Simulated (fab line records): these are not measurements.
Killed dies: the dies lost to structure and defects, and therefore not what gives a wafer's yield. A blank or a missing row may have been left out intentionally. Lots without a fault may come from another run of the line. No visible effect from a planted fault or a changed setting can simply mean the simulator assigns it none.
Which tool did it? ; flow gf180mcu ; Sampling: 11 lots, 33 wafers, 3 of 602 route steps

## WHAT EACH GAUGE READ, for each wafer
GF_V4_THK_MEAS_25: measures by xrf. Usual: V4_W_THK 364 nm, standard deviation 4.4.
lot;measured;on;V4_W_THK (nm);flag
L527;day 24 00:35;film_metro-02;367 366 363;
L535;day 26 22:53;film_metro-04;363 363 363;
L537;day 28 10:18;film_metro-04;362 364 360;
L538;day 28 18:55;film_metro-03;360 361 359;
L540;day 28 20:49;film_metro-04;367 363 358;
L539;day 29 00:14;film_metro-02;358 362 360;
L542;day 29 13:29;film_metro-03;359 359 359;
L544;day 29 23:47;film_metro-04;365 365 368;
L545;day 30 04:17;film_metro-03;357 361 363;
L547;day 30 09:52;film_metro-02;369 377 374;
L546;day 30 14:17;film_metro-04;365 364 368;

GF_MIM_THK_MEAS_11: measures by xrf. Usual: MIM_ALCU_THK 201.0 nm, standard deviation 2.1.
lot;measured;on;MIM_ALCU_THK (nm);flag
L527;day 24 01:29;film_metro-01;199.4 198.3 201.7;
L535;day 26 23:47;film_metro-04;204.1 204.6 204.1;
L537;day 28 11:12;film_metro-04;200.1 202.1 201.9;
L538;day 28 19:49;film_metro-03;202.2 203.7 201.8;
L540;day 28 21:46;film_metro-01;196.4 197.2 196.1;
L539;day 29 01:07;film_metro-04;200.8 201.6 202.3;
L542;day 29 14:22;film_metro-04;199.3 201.6 203.4;
L544;day 30 00:41;film_metro-01;202.2 200.3 202.7;
L545;day 30 05:10;film_metro-01;203.5 204.1 202.6;
L547;day 30 10:46;film_metro-01;200.8 201.2 202.0;
L546;day 30 15:12;film_metro-01;200.1 199.1 201.5;

## TOOL THAT RAN EACH LOT (tool first, then ch and the chambers of the sampled wafers, then the start)
lot;GF_V4_ETCH_16
L527;rie_diel-01 ch 1,2, day 23 23:35
L535;rie_diel-03 ch 0,3, day 26 21:49
L537;rie_diel-01 ch 2,3, day 28 09:14
L538;rie_diel-01 ch 1,2,3, day 28 17:55
L540;rie_diel-03 ch 0,1,3, day 28 19:49
L539;rie_diel-03 ch 0,1, day 28 23:11
L542;rie_diel-01 ch 0,3, day 29 12:29
L544;rie_diel-02 ch 0,3, day 29 22:46
L545;rie_diel-03 ch 1,2,3, day 30 03:17
L547;rie_diel-01 ch 1,3, day 30 08:52
L546;rie_diel-01 ch 0,1,3, day 30 13:16
- GF_V4_ETCH_16: etches BARC in N2/H2.

## WHAT THE TOOLS THEMSELVES READ (means of the sampled wafers that have a number; where no wafer has one, the mark that the record gives instead)
GF_V4_ETCH_16. Usual: bias_w 100.0 W, standard deviation 0.31; chamber_pressure_mTorr 30.002 mTorr, standard deviation 0.023; drypump_motor_current_A 5.7 A, standard deviation 0.48; oes_product_au 0.854 a.u., standard deviation 0.0046; throttle_valve_pct 13.225 %, standard deviation 0.0092.
lot;tool;bias_w (W);chamber_pressure_mTorr (mTorr);drypump_motor_current_A (A);oes_product_au (a.u.);throttle_valve_pct (%);flag
L527;rie_diel-01;100.0;29.987;5.6;0.853;13.221;
L535;rie_diel-03;100.1;29.985;5.3;0.851;13.216;
L537;rie_diel-01;100.0;29.976;5.4;0.855;13.227;
L538;rie_diel-01;100.0;30.000;5.6;0.858;13.228;
L540;rie_diel-03;100.0;30.022;5.7;0.858;13.227;
L539;rie_diel-03;100.3;29.999;6.3;0.855;13.225;
L542;rie_diel-01;100.0;30.005;5.8;0.855;13.230;
L544;rie_diel-02;99.9;29.986;6.0;0.851;13.220;
L545;rie_diel-03;99.7;29.990;5.3;0.853;13.230;
L547;rie_diel-01;100.1;30.000;5.8;0.852;13.239;
L546;rie_diel-01;100.2;29.992;5.7;0.852;13.219;

## THE ANSWER, worked out from the rows above alone
Rule: lot off if the mean of its wafers having a number is beyond 3 standard deviations from the usual mean. A lot without any number at a reading at which 4 lots or more have one is off too. Any other lot the step has rows for is counted as sound. The gauges are gone through in route order, then the tools' own readings, and for those a lot's mean is taken as printed above. The first step at which some lot is off is used, and at that step the reading that is off furthest; a lot without a number counts as furthest.
No lot is off at any reading shown: from this, nothing can be told.

## WHAT THE SIMULATOR HAD INSERTED
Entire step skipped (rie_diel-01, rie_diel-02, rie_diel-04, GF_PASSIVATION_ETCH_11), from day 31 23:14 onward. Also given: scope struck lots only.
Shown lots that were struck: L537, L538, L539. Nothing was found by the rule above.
